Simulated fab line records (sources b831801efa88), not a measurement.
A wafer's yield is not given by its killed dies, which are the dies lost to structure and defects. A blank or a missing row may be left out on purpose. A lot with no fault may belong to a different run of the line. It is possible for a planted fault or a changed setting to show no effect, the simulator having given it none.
fab line records	flow sky130
record: lots: 13	wafers: 39	last_day: 50
route steps=708 shown VT_ADJUST_HVTP@95 VT_ADJUST_HVTR@138 LDD_N@254 LDD_HVN@271
lots with no fault: from the same line, run without faults
start_h: the number of hours between the record's first day and the start of the first shown wafer of the lot	wait_h: time in hours since the lot's previous step	" same as the row above	L1.1+2: a single row standing in for several wafers	- either no value or no given start	* or withheld: withheld	< > ~ a bound
route shown NAME@n: NAME is a module with steps in the file, n the number in the route of the first one	usual: mean/standard deviation of fault-free wafers	same: alike in all rows	chamber/n: place in a boat	sites: readings site by site	_std_site: standard deviation of those values	_edge_site: the outer-site mean with the inner-site mean subtracted	radius_mm: for every site, how far away it sits from the centre of the wafer	mask NAME#n: copy n	behind: tool/chamber where the wafer was last shaped	hold: cause of the lot's hold/its duration in hours/its outcome	device: transistor that didn't switch, given as n, p or np	end of line: the route-end tests of the same wafers	a step with no rows: only its recipe	killed: dies that structure and defects cost at the first sort, which is not the same as the wafer's yield	map: a wafer's dies, x killed, . not, _ none there
set.NAME: the run value of the setting; set.NAME@STEP: its run value at that earlier step	model.NAME: the simulator's own value behind a step, which no gauge read
steps of the route over a sample of lots; a table a step, a row a wafer
services: from which hour (start_h, from the record's first day; less than 0 if before it) a tool's chamber was out of use, for how many hours, and why
== steps ==
step: SKY_VT_ADJUST_HVTP_STRIP_10
recipe: chemistry: O2/N2	power_w: 1400	pressure_mtorr: 1500	platen_temp_c: withheld	o2_flow_sccm: 3000	n2_flow_sccm: 300	overash_fraction: 0.5
usual: drypump_motor_current_A: 5.7/0.47	n2_flow_sccm: 300.1/0.99	oes_product_au: 0.715/0.0049	strip_time_to_endpoint_s: 14.19/0.045
lot.wafer	tool	chamber	start_h	wait_h	drypump_motor_current_A	n2_flow_sccm	oes_product_au	rf_hours_counter_h	strip_time_to_endpoint_s
L499.1	plasma_asher-04	0	120.67	0.1	6.0	299.1	0.712	43	14.23
L499.2	"	1	"	"	5.9	300.6	0.704	43	14.19
L499.3	"	0	"	"	6.0	299.8	0.719	-	14.22
L500.1	plasma_asher-02	1	129.85	0.1	5.8	303.0	0.723	1	14.20
L500.3	"	0	"	"	4.8	299.9	0.712	-	14.18
L500.6	"	0	"	"	4.8	301.2	0.719	-	14.19
L501.4	plasma_asher-01	1	133.75	0.1	5.7	300.3	0.717	-	14.15
L501.5	"	1	"	"	5.6	300.9	0.722	-	14.09
L501.6	"	0	"	"	6.3	301.7	0.716	-	14.15
L502.1	plasma_asher-04	0	142.02	0.1	6.0	300.4	0.720	45	14.27
L502.2	"	1	"	"	5.9	299.7	0.708	45	14.23
L502.3	"	0	"	"	6.0	301.4	0.715	-	14.17
L503.1	plasma_asher-04	0	149.87	0.1	6.0	297.9	0.716	46	14.17
L503.2	"	1	"	"	5.9	299.9	0.712	46	14.16
L503.5	"	1	"	"	5.9	300.4	0.722	-	14.16
L504.2	plasma_asher-01	1	155.42	0.1	5.6	299.7	0.721	35	14.27
L504.3	"	1	"	"	5.6	298.0	0.714	-	14.24
L504.6	"	0	"	"	6.3	301.3	0.718	-	14.26
L505.1	plasma_asher-02	1	156.22	0.1	5.8	297.8	0.721	3	14.19
L505.2	"	0	"	"	4.8	301.1	0.716	3	14.18
L505.5	"	0	"	"	4.8	299.6	0.714	-	14.19
L512.1	plasma_asher-04	1	204.57	0.1	5.9	301.3	0.718	52	14.20
L512.3	"	1	"	"	6.0	300.4	0.716	-	14.17
L512.4	"	0	"	"	6.0	299.8	0.712	-	14.23
L513.3	plasma_asher-04	1	210.45	0.1	5.9	299.9	0.725	-	14.27
L513.4	"	0	"	"	6.0	298.3	0.712	-	14.22
L513.6	"	1	"	"	5.9	299.1	0.712	-	14.24
L514.3	plasma_asher-01	0	215.40	0.1	6.3	301.0	0.719	-	14.17
L514.4	"	1	"	"	5.6	300.4	0.715	-	14.19
L514.6	"	1	"	"	5.6	298.7	0.721	-	14.18
L520.1	plasma_asher-01	1	250.52	0.1	5.6	298.1	0.721	44	14.20
L520.2	"	0	"	"	6.3	298.9	0.715	44	14.21
L520.4	"	1	"	"	5.6	300.8	0.709	-	14.20
L521.1	plasma_asher-02	1	261.20	0.1	5.8	298.8	0.722	13	14.12
L521.2	"	0	"	"	4.8	300.3	0.715	13	14.11
L521.4	"	0	"	"	4.8	298.9	0.721	-	14.10
L522.1	plasma_asher-04	0	265.92	0.1	6.0	298.6	0.706	57	14.14
L522.4	"	0	"	"	6.0	300.0	0.716	-	14.20
L522.5	"	1	"	"	5.9	300.1	0.713	-	14.18
step: SKY_VT_ADJUST_HVTR_CD_MEAS_07
recipe: target_cd_nm: 380
usual: cd_nm: 380.1/2.8
lot.wafer	tool	chamber	start_h	wait_h	cd_nm
L499.1	cd_sem-02	-	199.73	0.1	377.2
L499.2	"	-	"	"	379.7
L499.3	"	-	"	"	377.9
L500.1	cd_sem-01	-	209.91	0.1	379.4
L500.3	"	-	"	"	376.6
L500.6	"	-	"	"	377.0
L501.4	cd_sem-01	-	216.52	0.1	384.1
L501.5	"	-	"	"	383.4
L501.6	"	-	"	"	381.1
L502.1	cd_sem-02	-	226.22	0.1	383.8
L502.2	"	-	"	"	386.2
L502.3	"	-	"	"	386.0
L503.1	cd_sem-02	-	234.21	0.1	382.3
L503.2	"	-	"	"	382.3
L503.5	"	-	"	"	378.1
L504.2	cd_sem-01	-	240.58	0.1	377.3
L504.3	"	-	"	"	378.7
L504.6	"	-	"	"	376.6
L505.1	cd_sem-02	-	242.66	0.1	384.4
L505.2	"	-	"	"	384.5
L505.5	"	-	"	"	384.4
L512.1	cd_sem-01	-	299.39	0.1	380.8
L512.3	"	-	"	"	384.6
L512.4	"	-	"	"	383.1
L513.3	cd_sem-01	-	306.40	0.1	381.9
L513.4	"	-	"	"	381.1
L513.6	"	-	"	"	381.7
L514.3	cd_sem-01	-	309.96	0.1	381.0
L514.4	"	-	"	"	380.2
L514.6	"	-	"	"	377.3
L520.1	cd_sem-01	-	353.61	0.1	381.5
L520.2	"	-	"	"	379.8
L520.4	"	-	"	"	380.8
L521.1	cd_sem-01	-	363.07	0.1	379.1
L521.2	"	-	"	"	380.1
L521.4	"	-	"	"	380.5
L522.1	cd_sem-02	-	370.61	0.1	383.0
L522.4	"	-	"	"	382.9
L522.5	"	-	"	"	383.6
step: SKY_LDD_N_TW_MEAS_17
usual: LDD_N_TW: 2593/16
lot.wafer	tool	chamber	start_h	wait_h	LDD_N_TW
L499.1	film_metro-04	-	401.30	0.1	2598
L499.2	"	-	"	"	2595
L499.3	"	-	"	"	2612
L500.1	film_metro-03	-	407.60	0.1	2567
L500.3	"	-	"	"	2570
L500.6	"	-	"	"	2580
L501.4	film_metro-03	-	420.88	0.1	2578
L501.5	"	-	"	"	2588
L501.6	"	-	"	"	2582
L502.1	film_metro-02	-	441.60	0.1	2603
L502.2	"	-	"	"	2618
L502.3	"	-	"	"	2618
L503.1	film_metro-03	-	441.90	0.1	2608
L503.2	"	-	"	"	2590
L503.5	"	-	"	"	2578
L505.1	film_metro-02	-	451.70	0.1	2610
L505.2	"	-	"	"	2601
L505.5	"	-	"	"	2587
L504.2	film_metro-03	-	452.11	0.1	2596
L504.3	"	-	"	"	2596
L504.6	"	-	"	"	2576
L512.1	film_metro-03	-	520.30	0.1	2579
L512.3	"	-	"	"	2583
L512.4	"	-	"	"	2574
L513.3	film_metro-04	-	530.77	0.1	2610
L513.4	"	-	"	"	2612
L513.6	"	-	"	"	2607
L514.3	film_metro-04	-	532.37	0.1	2607
L514.4	"	-	"	"	2597
L514.6	"	-	"	"	2600
L520.1	film_metro-02	-	581.15	0.1	2609
L520.2	"	-	"	"	2612
L520.4	"	-	"	"	2604
L521.1	film_metro-03	-	590.00	0.1	2578
L521.2	"	-	"	"	2569
L521.4	"	-	"	"	2570
L522.1	film_metro-03	-	598.40	0.1	2578
L522.4	"	-	"	"	2578
L522.5	"	-	"	"	2577
step: SKY_LDD_HVN_EXPOSE_04
recipe: mask_id: HVNTM	na: 0.6	source_shape: conventional	sigma_outer: 0.6	polarization: unpolarized	target_cd_nm: 700	dose_mj: 127
lot.wafer	tool	chamber	start_h	wait_h	mask
L499.1+2+3	iline_stepper-02	0	445.93	-	HVNTM#0
L500.1+3+6	iline_stepper-01	0	453.06	-	HVNTM#0
L501.4+5+6	iline_stepper-01	0	468.67	-	HVNTM#0
L502.1+2+3	iline_stepper-01	0	489.31	-	HVNTM#0
L503.1+2+5	iline_stepper-02	0	489.55	-	HVNTM#0
L505.1+2+5	iline_stepper-01	0	498.48	-	HVNTM#0
L504.2+3+6	iline_stepper-02	0	498.91	-	HVNTM#0
L512.1+3+4	iline_stepper-01	0	565.76	-	HVNTM_R1#0
L513.3+4+6	iline_stepper-02	0	575.25	-	HVNTM#0
L514.3+4+6	iline_stepper-02	0	576.95	-	HVNTM#0
L520.1+2+4	iline_stepper-02	0	625.11	-	HVNTM#0
L521.1+2+4	iline_stepper-02	0	633.56	-	HVNTM#0
L522.1+4+5	iline_stepper-01	0	642.48	-	HVNTM#0
== services ==
tool	chamber	start_h	hours	kind
plasma_asher-02	-	104.50	8.7	repair
plasma_asher-02	-	113.24	9.0	pm
iline_stepper-01	-	139.97	1.7	pm
iline_stepper-02	-	159.10	4.2	repair
plasma_asher-04	-	162.89	1.0	repair
iline_stepper-02	-	169.29	1.7	pm
iline_stepper-02	-	224.58	2.2	repair
iline_stepper-02	-	238.87	2.2	repair
plasma_asher-04	-	242.49	2.6	repair
plasma_asher-02	-	282.42	6.6	repair
plasma_asher-01	-	328.39	4.3	pm
plasma_asher-04	-	342.05	1.4	repair
iline_stepper-01	-	358.15	1.7	pm
iline_stepper-02	-	387.39	1.7	pm
iline_stepper-01	-	405.26	2.1	pm
plasma_asher-04	-	421.25	9.0	pm
iline_stepper-02	-	430.56	3.3	repair
iline_stepper-02	-	472.13	2.1	pm
iline_stepper-02	-	474.80	8.0	repair
plasma_asher-01	-	510.88	2.8	pm
iline_stepper-01	-	567.79	0.7	repair
iline_stepper-01	-	576.33	1.7	pm
plasma_asher-01	-	594.59	0.4	repair
iline_stepper-02	-	605.57	1.7	pm
== key ==
first_sign: step: SKY_LDD_HVN_EXPOSE_04	reading: mask	direction: changed
effect none on later readings
met_at SKY_LDD_HVN_EXPOSE_04
struck_lots L512
sort_left_out L512.1,L512.3,L512.4
tester_left_out L512
not_acting_at SKY_VT_ADJUST_HVTP_STRIP_10,SKY_VT_ADJUST_HVTR_CD_MEAS_07,SKY_LDD_N_TW_MEAS_17
onset_between 498.48 565.76
fault: kind: wrong_mask	tool: any	chamber: -	onset_h: 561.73	steps: SKY_LDD_HVN_EXPOSE_04	aux_copy: HVNTM_R1#0	cd_offset_nm: 105	scope: struck_lots_only
tester_left_out: of these lots the tester's yield and bins aren't shown, on N5 and GAA mostly nor the transistor test; their killed dies are dies lost to structure and defects alone, not to doping, threshold or leakage, so they don't give the yield
sort_left_out: the simulated sort isn't trusted on such a fault, so these wafers' sort isn't shown, and their yield isn't known
